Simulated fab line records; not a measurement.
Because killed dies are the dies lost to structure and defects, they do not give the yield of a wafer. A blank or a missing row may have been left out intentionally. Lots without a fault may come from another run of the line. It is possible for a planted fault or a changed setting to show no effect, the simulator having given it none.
Problem report in the 8D (eight disciplines) form, filled by code :: flow sky130 :: the parts of the form that need people (team, actions taken, sign-off) are left out

## 1. WHAT IS WRONG
Mean of stripTimeToEndpointS at SKY_CONTACT_STRIP_19: 3.835 s across 6 wafers in 2 lots; on wafers with no fault it is 3.627 s (standard deviation 0.027). Measured from the usual mean, that is +7.7 standard deviations.
The step: strips in O2/N2.
First seen on wafer L470.1, day 34 12:38, on plasmaAsher-04. Wafers with a number at this step in the record: 33, from 11 lots. By rule, "out" or "out of limits" means more than 4 standard deviations away from the usual mean. All remaining wafers that have a number are taken as sound.

## 2. WHAT IT IS, WHAT IT ISN'T
question: which readings at this step
is: stripTimeToEndpointS
is not: drypumpMotorCurrentA

question: which lots
is: L470, L472
is not: L461, L463, L464, L467, L469, L473, L482, L483, L484

question: which wafers of those lots
is: all that have a number
is not: -

question: read on which tools
is: plasmaAsher-04
is not: plasmaAsher-02, plasmaAsher-03

question: when
is: from day 34 12:38
is not: up to then (15 sound wafers); but 12 sound wafers of L473, L482, L483, L484 came after

## 3. SUSPECTS, AND WHAT RULES EACH OUT
Counting: a tool stays on the suspect list if, at a process step up to the reading, it processed all lots that are out and no sound lot following the first of them.
- lithoTrack-03 at SKY_CONTACT_COAT_09 (resist thk 450 nm): ruled out as a lasting fault. The sound lots L482, L484 went through it after L470, its earliest lot that is out (day 33 22:00).
- plasmaAsher-04 at SKY_CONTACT_STRIP_19 (strips in O2/N2): ruled out as a lasting fault. The sound lots L473 went through it after L470, its earliest lot that is out (day 34 12:38).
Left after counting: nothing in the record.

## 4. THE CAUSE (what the simulator had put in)
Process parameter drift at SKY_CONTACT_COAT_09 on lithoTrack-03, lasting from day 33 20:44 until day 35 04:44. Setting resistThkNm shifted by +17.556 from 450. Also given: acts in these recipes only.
The count ruled it out by mistake, since the rule takes a fault to strike every lot its tool runs from the start of the fault on, and this one did not do so.

## 5. THE CHAIN OF EFFECTS, in route order
One row per reading whose mean, taken over the struck wafers that have a number, lies over 3 standard deviations from the usual. Only readings whose record carries a usual standard deviation are examined. hours: median over the lots of the time between each lot's start at the first step of this table that gives one and its start at this step. sigmas: the change, counted in usual standard deviations.
hours: 0
step: SKY_CONTACT_STRIP_19
reading: stripTimeToEndpointS
usual: 3.627 s
on struck wafers: 3.835
change: +0.208
sigmas: +7.7
Here are the process steps it includes:
- SKY_CONTACT_STRIP_19: strips in O2/N2.
Later steps that measure or inspect, where all struck wafers having a row at the step show a number for every such reading and not one has moved that far: SKY_CONTACT_RS_MEAS_25.

## 6. HOW IT WOULD HAVE BEEN CAUGHT EARLIER
First out-of-limits reading in this record: day 34 12:38, which is 16 hours after fault onset at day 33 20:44.
No tool reading at SKY_CONTACT_COAT_09 that has a usual standard deviation in the record was out on any struck wafer, so an alarm limit of 4 standard deviations on those readings would not have fired.
